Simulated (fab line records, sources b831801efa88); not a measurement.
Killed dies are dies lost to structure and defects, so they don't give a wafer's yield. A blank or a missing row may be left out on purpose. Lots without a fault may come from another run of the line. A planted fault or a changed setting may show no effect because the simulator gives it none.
Problem report in the 8D (eight disciplines) form, filled by code | flow sky130 | the parts of the form that need people (team, actions taken, sign-off) are left out

1. THE PROBLEM
dose_ions_cm2 at SKY_LDD_N_IMPLANT_14 reads a mean of 7e+12 on 6 wafers of 2 lots; wafers without a fault read 5e+12 with a standard deviation of 5.6e+09. That is +99 or more standard deviations from the usual mean.
First seen on wafer L612.1, day 22 11:27, on implanter-02. The record holds 36 wafers of 12 lots with a number at this step. Rule for "out", or "out of limits": more than 4 standard deviations from the usual mean. The other wafers with a number count as sound.

2. WHAT IT IS AND WHAT IT IS NOT
question                    | is                                | is not
which readings at this step | dose_ions_cm2, faraday_current_uA | -
which lots                  | L612, L613                        | L601, L604, L606, L607, L608, L614, L618, L621, L622, L623
which wafers of those lots  | all that have a number            | -
read on which tools         | implanter-02                      | implanter-03, implanter-04
when                        | from day 22 11:27                 | up to then (15 sound wafers); but 15 sound wafers of L614, L618, L621, L622, L623 came after

3. SUSPECTS, AND WHAT RULES EACH OUT
Counting: a tool at a process step up to the reading stays a suspect if it ran every lot that is out and no sound lot after the first of them.
- rie_diel-04 at SKY_SONOS_ONO_ETCH_15 (etches the open film in CHF3/O2, target depth 19.52 nm, time 7.8 s): ruled out as a lasting fault. Sound lots L621, L622 ran on it after its first lot that is out, L612 (day 16 17:01).
- implanter-02 at SKY_LDD_N_IMPLANT_14: ruled out as a lasting fault. Sound lots L622 ran on it after its first lot that is out, L612 (day 22 11:27).
Left after counting: nothing in the record.

4. THE CAUSE (what the simulator had put in)
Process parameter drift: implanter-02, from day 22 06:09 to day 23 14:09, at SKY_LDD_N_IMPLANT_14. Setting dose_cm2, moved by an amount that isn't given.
Counting ruled it out, wrongly.

5. THE CHAIN OF EFFECTS, in route order
Each row: a reading whose mean over the struck wafers that have a number lies more than 3 standard deviations from the usual. Only readings for which the record gives a usual standard deviation are gone through. hours: the time from each lot's start at the first step in this table that gives one to its start at this step, as a median over the lots. sigmas: the change in usual standard deviations.
hours | step                 | reading            | usual | on struck wafers | change | sigmas
0     | SKY_LDD_N_IMPLANT_14 | dose_ions_cm2      | 5e+12 | 7e+12            | +2e+12 | +99 or more
0     | SKY_LDD_N_IMPLANT_14 | faraday_current_uA | 28.2  | 41.4             | +13.2  | +24
The process steps in it:
- SKY_LDD_N_IMPLANT_14
Later measuring or inspecting steps at which every struck wafer that the step has a row for has a number for every such reading, and none has moved that far: SKY_LDD_LDN_OVL_MEAS_07.

6. WHAT WOULD HAVE CAUGHT IT SOONER
In this record the first reading out of limits was taken at day 22 11:27, 5 hours after the fault began at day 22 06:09.
